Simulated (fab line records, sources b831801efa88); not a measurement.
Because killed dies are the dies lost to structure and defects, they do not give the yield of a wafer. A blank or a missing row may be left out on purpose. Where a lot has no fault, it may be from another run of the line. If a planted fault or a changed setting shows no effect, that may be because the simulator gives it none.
Which tool was responsible? || flow sky130 || route of 708 steps, sampled at 1 step: 12 lots, 36 wafers

## WHAT THE GAUGES SHOWED, per wafer
SKY_FIELD_ISO_THK_MEAS_04. Usual: FIELD_ISO_CVD_03_THK typically reads 166.4 nm, with standard deviation 1.7.
{"lot": "L190", "measured": "day 1 13:48", "on": "filmMetro-01", "FIELD_ISO_CVD_03_THK (nm)": "167.6 166.5 167.1", "flag": ""}
{"lot": "L192", "measured": "day 1 23:46", "on": "filmMetro-01", "FIELD_ISO_CVD_03_THK (nm)": "165.0 166.1 165.8", "flag": ""}
{"lot": "L194", "measured": "day 2 10:04", "on": "filmMetro-01", "FIELD_ISO_CVD_03_THK (nm)": "162.8 163.1 162.7", "flag": ""}
{"lot": "L195", "measured": "day 2 14:52", "on": "filmMetro-01", "FIELD_ISO_CVD_03_THK (nm)": "166.2 166.9 166.2", "flag": ""}
{"lot": "L197", "measured": "day 3 01:51", "on": "filmMetro-02", "FIELD_ISO_CVD_03_THK (nm)": "166.2 166.1 166.4", "flag": ""}
{"lot": "L198", "measured": "day 3 06:02", "on": "filmMetro-02", "FIELD_ISO_CVD_03_THK (nm)": "165.7 165.3 166.6", "flag": ""}
{"lot": "L199", "measured": "day 3 10:29", "on": "filmMetro-02", "FIELD_ISO_CVD_03_THK (nm)": "165.0 163.7 164.8", "flag": ""}
{"lot": "L208", "measured": "day 5 08:14", "on": "filmMetro-04", "FIELD_ISO_CVD_03_THK (nm)": "167.6 167.3 168.0", "flag": ""}
{"lot": "L209", "measured": "day 5 12:38", "on": "filmMetro-04", "FIELD_ISO_CVD_03_THK (nm)": "164.1 164.8 164.4", "flag": ""}
{"lot": "L210", "measured": "day 5 17:32", "on": "filmMetro-02", "FIELD_ISO_CVD_03_THK (nm)": "166.4 169.5 169.3", "flag": ""}
{"lot": "L211", "measured": "day 5 23:14", "on": "filmMetro-02", "FIELD_ISO_CVD_03_THK (nm)": "165.9 166.9 166.2", "flag": ""}
{"lot": "L213", "measured": "day 6 10:00", "on": "filmMetro-04", "FIELD_ISO_CVD_03_THK (nm)": "168.5 167.1 165.6", "flag": ""}

## WHICH TOOL RAN EACH LOT (tool, then ch and the chambers of the sampled wafers, then the start)
Record: no process step prior to these readings.

## WHAT THE TOOLS THEMSELVES READ (means of the sampled wafers that have a number; where no wafer has one, the mark that the record gives instead)
The record holds no such reading with a usual standard deviation.

## THE ANSWER, worked out from the rows above alone
Rule: take the mean of a lot's wafers that have a number; if it is more than 3 standard deviations from the usual mean, the lot is off. Also off: a lot with no number at a reading for which 4 or more lots have one. All remaining lots with rows at the step are treated as sound. The gauges are gone through in route order, then the tools' own readings, and for those a lot's mean is taken as printed above. At the first step where some lot is off, the reading lying furthest off is the one used; lots without a number count as furthest.
None of the lots is off at any reading shown; this tells nothing.

## WHAT THE SIMULATOR HAD INSERTED
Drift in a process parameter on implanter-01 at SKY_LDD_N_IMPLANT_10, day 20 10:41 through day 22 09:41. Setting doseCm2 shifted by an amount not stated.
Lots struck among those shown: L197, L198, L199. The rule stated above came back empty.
